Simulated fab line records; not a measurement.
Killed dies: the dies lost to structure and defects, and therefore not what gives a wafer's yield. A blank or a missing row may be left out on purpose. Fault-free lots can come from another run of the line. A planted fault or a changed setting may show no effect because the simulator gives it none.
fab line records :: flow sky130
record
  lots=4
  wafers=12
  last-day=50
route steps=708 shown POLY_CUT@317 SD_P@320 RES_XHIGH@332 SD_N@342 PAD_OPEN@708
lots with no fault: from the same line, run without faults
start-h: hours from the record's opening day to when the first of the lot's shown wafers began :: wait-h: hours elapsed since this lot's preceding step :: " identical to the entry in the row above :: L1.1+2: a row that stands for several wafers :: - no value, or no start was given :: * or withheld: withheld :: < > ~ a bound
route shown NAME@n: NAME is a module with steps in the file, n the number in the route of the first one :: usual: mean/standard deviation taken from wafers without a fault :: same: alike in all rows :: chamber/n: place in a boat :: sites: readings site by site :: _std_site: the standard deviation of these :: _edge_site: inner sites' mean taken away from outer sites' mean :: radius-mm: for every site, how far away it sits from the centre of the wafer :: mask NAME#n: copy n :: behind: the most recent tool/chamber to have shaped the wafer :: hold: why the lot went on hold/how many hours it stayed there/how the hold came to an end :: device: whichever transistor did not switch (one of n, p or np) :: end of line: at the end of the route, the tests of the same wafers :: for a step that has no rows: nothing shown but its recipe :: killed: dies lost to structure and defects at the first sort, not the wafer's yield :: map: a wafer's dies, x killed, . not, _ none there
set.NAME: the setting that was run; set.NAME@STEP: the one run at that earlier step :: model.NAME: the simulator's own value behind a step, which no gauge read
lots seen at some steps along the route; tables by step, rows by wafer
services: from which hour (start-h, from the record's first day; less than 0 if before it) a tool's chamber was out of use, for how many hours, and why
## steps
# step SKY_POLY_CUT_ETCH_10
# recipe
  chemistry=N2/H2
  target=BARC
  ion-energy-ev=200
  source-w=500
  bias-w=100
  pressure-mtorr=30
  n2-flow-sccm=100
  h2-flow-sccm=200
  stop-on=SiO2
  time-s=45.9
  target-depth-a=600
# step SKY_POLY_CUT_ETCH_11
# recipe
  target=Si3N4
  chemistry=CF4/CH2F2/Ar
  stop-on=poly-Si
  source-w=600
  bias-w=150
  pressure-mtorr=40
  cf4-flow-sccm=40
  ch2f2-flow-sccm=20
  Ar_flow_sccm=150
  time-s=42.5
  target-depth-a=600
# step SKY_POLY_CUT_STRIP_12
# recipe
  chemistry=O2/N2
  power-w=1400
  pressure-mtorr=1500
  platen-temp-c=withheld
  o2-flow-sccm=3000
  n2-flow-sccm=300
  overash-fraction=0.5
# step SKY_SD_P_DEHYDRATE_00
# recipe
  temp-c=200
  time-s=60
# step SKY_SD_P_HMDS_01
# recipe
  prime-time-s=60
  prime-temp-c=120
# step SKY_SD_P_COAT_02
# recipe
  resist=NOVOLAK
  spin-rpm=3000
  resist-thk-nm=1140
# step SKY_SD_P_SOFTBAKE_03
# recipe
  temp-c=90
  time-s=60
  resist=NOVOLAK
# step SKY_SD_P_EXPOSE_04
# recipe
  mask-id=PSDM
  na=0.6
  source-shape=conventional
  sigma-outer=0.6
  polarization=unpolarized
  target-cd-nm=380
  dose-mj=138
# step SKY_SD_P_PEB_05
# recipe
  temp-c=withheld
  time-s=*
  resist=NOVOLAK
# step SKY_SD_P_DEVELOP_06
# recipe
  resist=NOVOLAK
  developer=TMAH
  develop-time-s=60
  dev-temp-c=23
# step SKY_SD_P_IMPLANT_09
# recipe
  species=BF2
  energy-kev=20
  dose-cm2=3e+15
  tilt-deg=0
# usual
  dose-ions-cm2=2.999e+15/3.1e+12
lot.wafer: L252.1
tool: implanter-04
chamber: 0
start-h: 648.56
wait-h: 0.0
dose-ions-cm2: 3.002e+15

lot.wafer: L252.2
tool: implanter-04
chamber: 0
start-h: 648.56
wait-h: 0.0
dose-ions-cm2: 3.004e+15

lot.wafer: L252.6
tool: implanter-04
chamber: 0
start-h: 648.56
wait-h: 0.0
dose-ions-cm2: 2.996e+15

lot.wafer: L260.2
tool: implanter-04
chamber: 0
start-h: 699.33
wait-h: 0.0
dose-ions-cm2: 3.227e+15

lot.wafer: L260.3
tool: implanter-04
chamber: 0
start-h: 699.33
wait-h: 0.0
dose-ions-cm2: 3.225e+15

lot.wafer: L260.5
tool: implanter-04
chamber: 0
start-h: 699.33
wait-h: 0.0
dose-ions-cm2: 3.222e+15

lot.wafer: L261.4
tool: implanter-04
chamber: 0
start-h: 701.28
wait-h: 0.1
dose-ions-cm2: 3.226e+15

lot.wafer: L261.5
tool: implanter-04
chamber: 0
start-h: 701.28
wait-h: 0.1
dose-ions-cm2: 3.223e+15

lot.wafer: L261.6
tool: implanter-04
chamber: 0
start-h: 701.28
wait-h: 0.1
dose-ions-cm2: 3.226e+15

lot.wafer: L269.3
tool: implanter-02
chamber: 0
start-h: 773.60
wait-h: 0.1
dose-ions-cm2: 2.998e+15

lot.wafer: L269.4
tool: implanter-02
chamber: 0
start-h: 773.60
wait-h: 0.1
dose-ions-cm2: 3.001e+15

lot.wafer: L269.6
tool: implanter-02
chamber: 0
start-h: 773.60
wait-h: 0.1
dose-ions-cm2: 3.001e+15
# step SKY_SD_P_STRIP_10
# recipe
  chemistry=O2/N2
  power-w=1400
  pressure-mtorr=1500
  platen-temp-c=withheld
  o2-flow-sccm=3000
  n2-flow-sccm=300
  overash-fraction=0.5
# usual
  drypump-motor-current-A=5.8/0.45
  o2-flow-sccm=2999/8.7
  oes-product-au=0.617/0.0044
  strip-time-to-endpoint-s=17.50/0.031
lot.wafer: L252.1
tool: plasma-asher-04
chamber: 0
start-h: 648.71
wait-h: 0.1
drypump-motor-current-A: 5.4
o2-flow-sccm: 2992
oes-product-au: 0.621
rf-hours-counter-h: 96
strip-time-to-endpoint-s: 17.49

lot.wafer: L252.2
tool: plasma-asher-04
chamber: 1
start-h: 648.71
wait-h: 0.1
drypump-motor-current-A: 5.6
o2-flow-sccm: 3002
oes-product-au: 0.617
rf-hours-counter-h: 96
strip-time-to-endpoint-s: 17.56

lot.wafer: L252.6
tool: plasma-asher-04
chamber: 1
start-h: 648.71
wait-h: 0.1
drypump-motor-current-A: 5.6
o2-flow-sccm: 2996
oes-product-au: 0.617
rf-hours-counter-h: -
strip-time-to-endpoint-s: 17.46

lot.wafer: L260.2
tool: plasma-asher-04
chamber: 1
start-h: 699.45
wait-h: 0.1
drypump-motor-current-A: 5.6
o2-flow-sccm: 2997
oes-product-au: 0.608
rf-hours-counter-h: 101
strip-time-to-endpoint-s: 17.69

lot.wafer: L260.3
tool: plasma-asher-04
chamber: 0
start-h: 699.45
wait-h: 0.1
drypump-motor-current-A: 5.4
o2-flow-sccm: 2993
oes-product-au: 0.613
rf-hours-counter-h: -
strip-time-to-endpoint-s: 17.68

lot.wafer: L260.5
tool: plasma-asher-04
chamber: 0
start-h: 699.45
wait-h: 0.1
drypump-motor-current-A: 5.4
o2-flow-sccm: 2984
oes-product-au: 0.622
rf-hours-counter-h: -
strip-time-to-endpoint-s: 17.70

lot.wafer: L261.4
tool: plasma-asher-01
chamber: 0
start-h: 701.39
wait-h: 0.1
drypump-motor-current-A: 6.2
o2-flow-sccm: 2990
oes-product-au: 0.606
rf-hours-counter-h: -
strip-time-to-endpoint-s: 17.68

lot.wafer: L261.5
tool: plasma-asher-01
chamber: 1
start-h: 701.39
wait-h: 0.1
drypump-motor-current-A: 6.3
o2-flow-sccm: 2999
oes-product-au: 0.616
rf-hours-counter-h: -
strip-time-to-endpoint-s: 17.68

lot.wafer: L261.6
tool: plasma-asher-01
chamber: 0
start-h: 701.39
wait-h: 0.1
drypump-motor-current-A: 6.2
o2-flow-sccm: 3003
oes-product-au: 0.616
rf-hours-counter-h: -
strip-time-to-endpoint-s: 17.67

lot.wafer: L269.3
tool: plasma-asher-01
chamber: 0
start-h: 773.74
wait-h: 0.1
drypump-motor-current-A: 6.2
o2-flow-sccm: 2989
oes-product-au: 0.620
rf-hours-counter-h: -
strip-time-to-endpoint-s: 17.41

lot.wafer: L269.4
tool: plasma-asher-01
chamber: 1
start-h: 773.74
wait-h: 0.1
drypump-motor-current-A: 6.3
o2-flow-sccm: 3003
oes-product-au: 0.627
rf-hours-counter-h: -
strip-time-to-endpoint-s: 17.49

lot.wafer: L269.6
tool: plasma-asher-01
chamber: 0
start-h: 773.74
wait-h: 0.1
drypump-motor-current-A: 6.2
o2-flow-sccm: 2991
oes-product-au: 0.619
rf-hours-counter-h: -
strip-time-to-endpoint-s: 17.49
# step SKY_RES_XHIGH_DEHYDRATE_00
# recipe
  temp-c=200
  time-s=60
# step SKY_RES_XHIGH_HMDS_01
# recipe
  prime-time-s=60
  prime-temp-c=120
# step SKY_RES_XHIGH_COAT_02
# recipe
  resist=NOVOLAK
  spin-rpm=3000
  resist-thk-nm=1140
# step SKY_RES_XHIGH_SOFTBAKE_03
# recipe
  temp-c=90
  time-s=60
  resist=NOVOLAK
# step SKY_RES_XHIGH_EXPOSE_04
# recipe
  mask-id=URPM
  na=0.6
  source-shape=conventional
  sigma-outer=0.6
  polarization=unpolarized
  target-cd-nm=1270
  dose-mj=140
# step SKY_RES_XHIGH_PEB_05
# recipe
  temp-c=withheld
  time-s=*
  resist=NOVOLAK
# step SKY_RES_XHIGH_DEVELOP_06
# recipe
  resist=NOVOLAK
  developer=TMAH
  develop-time-s=60
  dev-temp-c=23
# step SKY_RES_XHIGH_IMPLANT_07
# recipe
  species=BF2
  energy-kev=20
  dose-cm2=3.6e+14
  tilt-deg=0
# step SKY_RES_XHIGH_STRIP_08
# recipe
  chemistry=O2/N2
  power-w=1400
  pressure-mtorr=1500
  platen-temp-c=withheld
  o2-flow-sccm=3000
  n2-flow-sccm=300
  overash-fraction=0.5
# step SKY_SD_N_DEHYDRATE_00
# recipe
  temp-c=200
  time-s=60
# step SKY_SD_N_HMDS_01
# recipe
  prime-time-s=60
  prime-temp-c=120
# step SKY_SD_N_COAT_02
# recipe
  resist=NOVOLAK
  spin-rpm=3000
  resist-thk-nm=1140
# step SKY_SD_N_SOFTBAKE_03
# recipe
  temp-c=90
  time-s=60
  resist=NOVOLAK
# step SKY_SD_N_EXPOSE_04
# recipe
  mask-id=NSDM
  na=0.6
  source-shape=conventional
  sigma-outer=0.6
  polarization=unpolarized
  target-cd-nm=380
  dose-mj=141
# step SKY_SD_N_PEB_05
# recipe
  temp-c=withheld
  time-s=*
  resist=NOVOLAK
# step SKY_SD_N_DEVELOP_06
# recipe
  resist=NOVOLAK
  developer=TMAH
  develop-time-s=60
  dev-temp-c=23
# step SKY_SD_N_IMPLANT_09
# recipe
  species=As
  energy-kev=50
  dose-cm2=4e+15
  tilt-deg=0
# step SKY_SD_N_IMPLANT_10
# recipe
  species=P
  energy-kev=20
  dose-cm2=1e+14
  tilt-deg=0
# step SKY_SD_N_STRIP_11
# recipe
  chemistry=O2/N2
  power-w=1400
  pressure-mtorr=1500
  platen-temp-c=withheld
  o2-flow-sccm=3000
  n2-flow-sccm=300
  overash-fraction=0.5
# step SKY_SD_N_CLEAN_13
# recipe
  chemistry=SC1/SC2
  mix=1:4:20
  temp-c=70
  time-s=150
  dry=n2-spin
# step SKY_SD_N_RTA_14
# recipe
  temp-c=1075
  time-s=2
  idle-temp-c=650
  ramp-up-c-per-s=150
  ramp-down-c-per-s=90
  ambient=N2
# step SKY_SD_N_RS_MEAS_17
# recipe
  thk-meas-gauge=four-point-probe
# usual
  SD_P_RS=147.0/0.41
lot.wafer: L252.1
tool: film-metro-03
chamber: -
start-h: 706.89
wait-h: 0.1
SD_P_RS[ohm/sq]: 146.8

lot.wafer: L252.2
tool: film-metro-03
chamber: -
start-h: 706.89
wait-h: 0.1
SD_P_RS[ohm/sq]: 147.1

lot.wafer: L252.6
tool: film-metro-03
chamber: -
start-h: 706.89
wait-h: 0.1
SD_P_RS[ohm/sq]: 146.6

lot.wafer: L260.2
tool: film-metro-03
chamber: -
start-h: 756.41
wait-h: 0.1
SD_P_RS[ohm/sq]: 146.0

lot.wafer: L260.3
tool: film-metro-03
chamber: -
start-h: 756.41
wait-h: 0.1
SD_P_RS[ohm/sq]: 146.3

lot.wafer: L260.5
tool: film-metro-03
chamber: -
start-h: 756.41
wait-h: 0.1
SD_P_RS[ohm/sq]: 145.9

lot.wafer: L261.4
tool: film-metro-01
chamber: -
start-h: 758.31
wait-h: 0.1
SD_P_RS[ohm/sq]: 145.7

lot.wafer: L261.5
tool: film-metro-01
chamber: -
start-h: 758.31
wait-h: 0.1
SD_P_RS[ohm/sq]: 145.6

lot.wafer: L261.6
tool: film-metro-01
chamber: -
start-h: 758.31
wait-h: 0.1
SD_P_RS[ohm/sq]: 146.1

lot.wafer: L269.3
tool: film-metro-01
chamber: -
start-h: 826.66
wait-h: 0.1
SD_P_RS[ohm/sq]: 147.2

lot.wafer: L269.4
tool: film-metro-01
chamber: -
start-h: 826.66
wait-h: 0.1
SD_P_RS[ohm/sq]: 147.0

lot.wafer: L269.6
tool: film-metro-01
chamber: -
start-h: 826.66
wait-h: 0.1
SD_P_RS[ohm/sq]: 146.9
# step SKY_PAD_OPEN_PROBE_99
# usual
  killed_at_M0_to_M3=42/7.4
  killed_at_M4_up=3.3/2.1
  killed-at-contacts=24/5.3
  killed-at-front-end=15/4.5
  killed-at-other=0.3/0.57
  killed-dies=84/10
  killed-open=46/7.5
  killed-short=38/6.4
# same
  gross-dies=492
  killed-at-back-side=0
lot.wafer: L252.1
tool: prober-01
chamber: -
start-h: 1118.94
wait-h: 0.1
killed_at_M0_to_M3: 41
killed_at_M4_up: 6
killed-at-contacts: 20
killed-at-front-end: 6
killed-at-other: 2
killed-dies: 75
killed-open: 41
killed-short: 34
model.etest.res-high-po.line-ohm-um: 771.3
model.etest.licon-high-po.rc-ohm: 358.9
model.etest.res-high-po.rs-ohm-sq: 267.1

lot.wafer: L252.2
tool: prober-01
chamber: -
start-h: 1118.99
wait-h: 0.1
killed_at_M0_to_M3: 51
killed_at_M4_up: 5
killed-at-contacts: 26
killed-at-front-end: 20
killed-at-other: 0
killed-dies: 102
killed-open: 51
killed-short: 51
model.etest.res-high-po.line-ohm-um: 792.3
model.etest.licon-high-po.rc-ohm: 346.7
model.etest.res-high-po.rs-ohm-sq: 272.6

lot.wafer: L252.6
tool: prober-01
chamber: -
start-h: 1119.19
wait-h: 0.2
killed_at_M0_to_M3: 44
killed_at_M4_up: 8
killed-at-contacts: 21
killed-at-front-end: 12
killed-at-other: 1
killed-dies: 86
killed-open: 41
killed-short: 45
model.etest.res-high-po.line-ohm-um: 774.7
model.etest.licon-high-po.rc-ohm: 355.1
model.etest.res-high-po.rs-ohm-sq: 266.7

lot.wafer: L260.2
tool: prober-02
chamber: -
start-h: 1153.21
wait-h: 0.1
killed_at_M0_to_M3: 41
killed_at_M4_up: 3
killed-at-contacts: 23
killed-at-front-end: 15
killed-at-other: 0
killed-dies: 82
killed-open: 52
killed-short: 30
model.etest.res-high-po.line-ohm-um: 723.2
model.etest.licon-high-po.rc-ohm: 326.8
model.etest.res-high-po.rs-ohm-sq: 253.4

lot.wafer: L260.3
tool: prober-02
chamber: -
start-h: 1153.26
wait-h: 0.2
killed_at_M0_to_M3: 34
killed_at_M4_up: 5
killed-at-contacts: 22
killed-at-front-end: 20
killed-at-other: 0
killed-dies: 81
killed-open: 40
killed-short: 41
model.etest.res-high-po.line-ohm-um: 703.6
model.etest.licon-high-po.rc-ohm: 316.7
model.etest.res-high-po.rs-ohm-sq: 247.3

lot.wafer: L260.5
tool: prober-02
chamber: -
start-h: 1153.36
wait-h: 0.2
killed_at_M0_to_M3: 41
killed_at_M4_up: 3
killed-at-contacts: 16
killed-at-front-end: 19
killed-at-other: 0
killed-dies: 79
killed-open: 44
killed-short: 35
model.etest.res-high-po.line-ohm-um: 703.8
model.etest.licon-high-po.rc-ohm: 342.7
model.etest.res-high-po.rs-ohm-sq: 249.9

lot.wafer: L261.4
tool: prober-01
chamber: -
start-h: 1155.21
wait-h: 0.2
killed_at_M0_to_M3: 38
killed_at_M4_up: 5
killed-at-contacts: 27
killed-at-front-end: 13
killed-at-other: 0
killed-dies: 83
killed-open: 40
killed-short: 43
model.etest.res-high-po.line-ohm-um: 694.6
model.etest.licon-high-po.rc-ohm: 312
model.etest.res-high-po.rs-ohm-sq: 242.7

lot.wafer: L261.5
tool: prober-01
chamber: -
start-h: 1155.26
wait-h: 0.2
killed_at_M0_to_M3: 50
killed_at_M4_up: 2
killed-at-contacts: 24
killed-at-front-end: 8
killed-at-other: 1
killed-dies: 85
killed-open: 51
killed-short: 33
model.etest.res-high-po.line-ohm-um: 716.1
model.etest.licon-high-po.rc-ohm: 324.8
model.etest.res-high-po.rs-ohm-sq: 248.8

lot.wafer: L261.6
tool: prober-01
chamber: -
start-h: 1155.31
wait-h: 0.2
killed_at_M0_to_M3: 38
killed_at_M4_up: 2
killed-at-contacts: 25
killed-at-front-end: 18
killed-at-other: 0
killed-dies: 83
killed-open: 42
killed-short: 41
model.etest.res-high-po.line-ohm-um: 721
model.etest.licon-high-po.rc-ohm: 328.2
model.etest.res-high-po.rs-ohm-sq: 249.5

lot.wafer: L269.3
tool: prober-01
chamber: -
start-h: 1196.18
wait-h: 0.2
killed_at_M0_to_M3: 40
killed_at_M4_up: 1
killed-at-contacts: 24
killed-at-front-end: 4
killed-at-other: 0
killed-dies: 69
killed-open: 47
killed-short: 22
model.etest.res-high-po.line-ohm-um: 775.5
model.etest.licon-high-po.rc-ohm: 373.6
model.etest.res-high-po.rs-ohm-sq: 268.9

lot.wafer: L269.4
tool: prober-01
chamber: -
start-h: 1196.23
wait-h: 0.2
killed_at_M0_to_M3: 35
killed_at_M4_up: 2
killed-at-contacts: 18
killed-at-front-end: 11
killed-at-other: 0
killed-dies: 66
killed-open: 36
killed-short: 30
model.etest.res-high-po.line-ohm-um: 751.5
model.etest.licon-high-po.rc-ohm: 340.6
model.etest.res-high-po.rs-ohm-sq: 261

lot.wafer: L269.6
tool: prober-01
chamber: -
start-h: 1196.33
wait-h: 0.2
killed_at_M0_to_M3: 38
killed_at_M4_up: 5
killed-at-contacts: 21
killed-at-front-end: 15
killed-at-other: 0
killed-dies: 79
killed-open: 37
killed-short: 42
model.etest.res-high-po.line-ohm-um: 759.8
model.etest.licon-high-po.rc-ohm: 343.2
model.etest.res-high-po.rs-ohm-sq: 265.7
# killed by level:class
L252.1 LI_CONTACT:geometric-particle:open=8 VIA2:geometric-particle:open=8 VIA1:geometric-particle:open=8 CONTACT:geometric-particle:open=6 VIA2:geometric-particle:short=6 LOCAL_INTERCONNECT:geometric-particle:short=4 VIA3:geometric-particle:short=3 METAL1:geometric-particle:short=3
L252.2 CONTACT:geometric-particle:open=11 VIA1:geometric-particle:open=10 METAL1:geometric-particle:short=9 VIA2:geometric-particle:open=8 VIA3:geometric-particle:open=7 FIELD_ISO:geometric-particle:short=6 LI_CONTACT:geometric-particle:short=6 VIA1:geometric-particle:short=6
L252.6 CONTACT:geometric-particle:open=9 METAL1:geometric-particle:short=8 VIA1:geometric-particle:open=8 VIA3:geometric-particle:open=7 VIA1:geometric-particle:short=7 METAL4:geometric-particle:short=6 LI_CONTACT:geometric-particle:open=5 FIELD_ISO:geometric-particle:short=4
L260.2 CONTACT:geometric-particle:open=14 VIA1:geometric-particle:open=9 POLY_GATE:geometric-particle:open=7 METAL1:geometric-particle:short=7 METAL2:geometric-particle:short=6 VIA2:geometric-particle:open=5 VIA3:geometric-particle:open=4 FIELD_ISO:geometric-particle:short=3
L260.3 VIA3:geometric-particle:open=8 LI_CONTACT:geometric-particle:open=7 FIELD_ISO:geometric-particle:short=6 POLY_GATE:geometric-particle:short=5 CONTACT:geometric-particle:open=5 VIA1:geometric-particle:open=5 LOCAL_INTERCONNECT:geometric-particle:short=4 VIA1:geometric-particle:short=4
L260.5 VIA1:geometric-particle:open=11 VIA3:geometric-particle:open=9 VIA1:geometric-particle:short=6 POLY_GATE:geometric-particle:short=5 CONTACT:geometric-particle:open=5 FIELD_ISO:geometric-particle:open=4 POLY_GATE:geometric-particle:open=4 CONTACT:geometric-particle:short=4
L261.4 CONTACT:geometric-particle:open=11 VIA1:geometric-particle:short=6 CONTACT:geometric-particle:short=5 VIA3:geometric-particle:open=5 VIA1:geometric-particle:open=5 LI_CONTACT:geometric-particle:short=4 METAL1:geometric-particle:short=4 METAL2:geometric-particle:short=4
L261.5 VIA1:geometric-particle:open=11 CONTACT:geometric-particle:open=9 LI_CONTACT:geometric-particle:open=8 METAL2:geometric-particle:short=8 VIA3:geometric-particle:open=6 VIA2:geometric-particle:short=6 VIA2:geometric-particle:open=6 POLY_GATE:geometric-particle:short=3
L261.6 VIA1:geometric-particle:open=10 CONTACT:geometric-particle:open=9 METAL2:geometric-particle:short=7 CONTACT:geometric-particle:short=6 LI_CONTACT:geometric-particle:open=5 POLY_GATE:geometric-particle:short=5 POLY_GATE:geometric-particle:open=4 VIA2:geometric-particle:short=4
L269.3 VIA1:geometric-particle:open=13 LI_CONTACT:geometric-particle:open=9 CONTACT:geometric-particle:open=6 VIA2:geometric-particle:open=6 VIA3:geometric-particle:open=6 METAL2:geometric-particle:short=5 CONTACT:geometric-particle:short=3 METAL1:geometric-particle:short=3
L269.4 VIA1:geometric-particle:open=11 METAL2:geometric-particle:short=6 FIELD_ISO:geometric-particle:short=4 LI_CONTACT:geometric-particle:open=4 CONTACT:geometric-particle:open=4 METAL1:geometric-particle:short=4 VIA2:geometric-particle:open=4 VIA3:geometric-particle:open=4
L269.6 VIA1:geometric-particle:open=11 METAL1:geometric-particle:short=8 CONTACT:geometric-particle:open=6 LOCAL_INTERCONNECT:geometric-particle:short=6 CONTACT:geometric-particle:short=6 POLY_GATE:geometric-particle:short=5 METAL2:geometric-particle:short=5 VIA3:geometric-particle:open=5
## services
tool: plasma-asher-01
chamber: -
start-h: 637.24
hours: 0.8
kind: repair

tool: implanter-04
chamber: -
start-h: 669.11
hours: 4.3
kind: repair

tool: plasma-asher-04
chamber: -
start-h: 727.57
hours: 0.4
kind: repair

tool: plasma-asher-04
chamber: -
start-h: 733.75
hours: 9.0
kind: pm

tool: plasma-asher-04
chamber: 0
start-h: 733.75
hours: 9.0
kind: vent-cycle

tool: plasma-asher-04
chamber: 1
start-h: 733.75
hours: 9.0
kind: vent-cycle

tool: plasma-asher-04
chamber: 0
start-h: 742.75
hours: -
kind: clean

tool: plasma-asher-04
chamber: 1
start-h: 742.75
hours: -
kind: clean

tool: implanter-04
chamber: -
start-h: 750.41
hours: 3.5
kind: pm
## key
first-sign
  step=SKY_SD_P_IMPLANT_09
  reading=dose-ions-cm2
  direction=up
  sigmas=73
  usual=*
  struck=*
effect
  step=SKY_SD_P_STRIP_10
  reading=strip-time-to-endpoint-s
  direction=up
  sigmas=5.9
  usual=*
  struck=*
effect
  step=SKY_SD_N_RS_MEAS_17
  reading=SD_P_RS
  direction=down
  sigmas=2.6
  usual=147.0
  struck=145.9
model-effect
  step=SKY_PAD_OPEN_PROBE_99
  value=etest.res-high-po.line-ohm-um
  without=744.4
  struck=710.4
met-at SKY_SD_P_IMPLANT_09
struck-wafers L260.2,L260.3,L260.5,L261.4,L261.5,L261.6
tester-left-out L260,L261
onset-between 648.56 699.33
fault
  kind=process-parameter-drift
  tool=implanter-04
  chamber=-
  onset-h=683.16
  steps=SKY_SD_P_IMPLANT_09
  channel=dose-cm2
  offset=*
  shape=step
  end-h=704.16
  acts-in=*
  stated=*
# tester-left-out: of these lots the tester's yield and bins aren't shown, on N5 and GAA mostly nor the transistor test; their killed dies are dies lost to structure and defects alone, not to doping, threshold or leakage, so they don't give the yield
